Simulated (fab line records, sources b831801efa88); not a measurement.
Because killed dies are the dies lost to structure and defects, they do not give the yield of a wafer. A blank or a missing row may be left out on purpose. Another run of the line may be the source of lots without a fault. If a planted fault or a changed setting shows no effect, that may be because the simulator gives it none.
A struck lot beside a sound one || flow sky130 || 18 out of 708 route steps
Sound: the wafers L355.2, L355.4, L355.6. Struck: wafers L364.2, L364.5, L364.6. The cause is given at the end.
At each step with rows: each side's tool, then ch and its chambers, then its first start. Under that, the readings that differ: sound wafers || struck wafers || difference of the means || sigmas: that difference in standard deviations of wafers without a fault.
alike: words and numbers the same on both sides, and readings whose means are apart by under 2 such deviations; not compared: readings that were withheld, readings missing a value for some wafer, numbers with overlapping values and no deviation given by the record, and bounds like >300 which may hide the same value.
Wherever a step has rows on one side only, a row that says differs or no value, or a row with sigmas, the two part there. Numbers that don't overlap but have no deviation are shown without sigmas and don't part them. Lack of a reading on every wafer of one side parts them only where that side has two or more wafers.

first, 2 steps without rows for these wafers: SKY_GATE_OXIDE_CLEAN_00 (cleans in SC1/SC2, time 150 s); SKY_GATE_OXIDE_OXIDATION_01 (stabilise 600 s, purge 300 s, target thk 10.268 nm).
SKY_GATE_OXIDE_THK_MEAS_02:
  struck on film-metro-03, day 15 19:56; sound on film-metro-04, day 12 19:26
  alike: GATE_OXIDE_OXIDATION_00_THK
then, 7 steps without rows for these wafers: SKY_GATE_OXIDE_DEHYDRATE_03 (time 60 s); SKY_GATE_OXIDE_HMDS_04 (prime time 60 s); SKY_GATE_OXIDE_COAT_05 (resist thk 1140 nm); SKY_GATE_OXIDE_SOFTBAKE_06 (time 60 s); SKY_GATE_OXIDE_EXPOSE_07 (exposes mask LVOM, target cd 600 nm); SKY_GATE_OXIDE_PEB_08; SKY_GATE_OXIDE_DEVELOP_09 (develop time 57.87 s).
SKY_GATE_OXIDE_OVL_MEAS_10:
  struck on overlay-01, day 17 00:37; sound on overlay-01, day 13 20:56
  alike: GATE_OXIDE_OVL
next, for these wafers, 1 step has no rows: SKY_GATE_OXIDE_IMPLANT_11.
SKY_GATE_OXIDE_WET_ETCH_12: etches SiO2 in dHF, target depth 16.8 nm, time 336 s.
  sound on wet-bench-01 ch 2, day 13 21:07; struck on wet-bench-02 ch 2, day 17 00:48
  no value came back on the struck wafers for bath-heat-duty-pct (%), run-length-s (s); on the sound wafers bath-heat-duty-pct (%) reads 6.9 6.6 6.2
{"reading": "model.SiO2_of_FIELD_ISO_CVD_24.thk-nm (nm)", "sound": "365.8 364.6 365.6", "struck": "382.2 381.2 381.2", "difference": "+16.2", "sigmas": ""}
SKY_GATE_OXIDE_STRIP_13: strips in O2/N2.
  sound on plasma-asher-03 ch 0,1, day 13 21:13; struck on plasma-asher-02 ch 0,1, day 17 00:54
  alike: chamber-pressure-mTorr, drypump-motor-current-A, oes-product-au, strip-time-to-endpoint-s
  not compared: rf-hours-counter-h
SKY_GATE_OXIDE_TW_MEAS_14:
  struck on film-metro-03, day 17 01:01; sound on film-metro-01, day 13 21:20
  alike: GATE_OXIDE_TW
SKY_GATE_OXIDE_CLEAN_15: cleans in SC1/SC2, time 150 s.
  sound on wet-bench-01 ch 1, day 13 21:23; struck on wet-bench-02 ch 2, day 17 01:04
{"reading": "model.SiO2_of_FIELD_ISO_CVD_24.thk-nm (nm)", "sound": "365.2 363.9 364.9", "struck": "381.5 380.5 380.5", "difference": "+16.2", "sigmas": ""}
then, 1 step without rows for these wafers: SKY_GATE_OXIDE_OXIDATION_16 (stabilise 600 s, purge 300 s, target thk 3.57 nm).
-- a jump in the record: the struck wafers' starts before and after are 31 days apart (it breaks off in module GATE_OXIDE and resumes in module PAD_OPEN, where the first step shown is number 708 of the route) --
SKY_PAD_OPEN_PROBE_99:
  the record has rows for the struck wafers here (prober-01, day 48 04:04) and none for the sound ones

== WHERE THEY PART ==
At SKY_GATE_OXIDE_WET_ETCH_12 first; at SKY_PAD_OPEN_PROBE_99 last (within this record only).

WHY: what had been put in by the simulator
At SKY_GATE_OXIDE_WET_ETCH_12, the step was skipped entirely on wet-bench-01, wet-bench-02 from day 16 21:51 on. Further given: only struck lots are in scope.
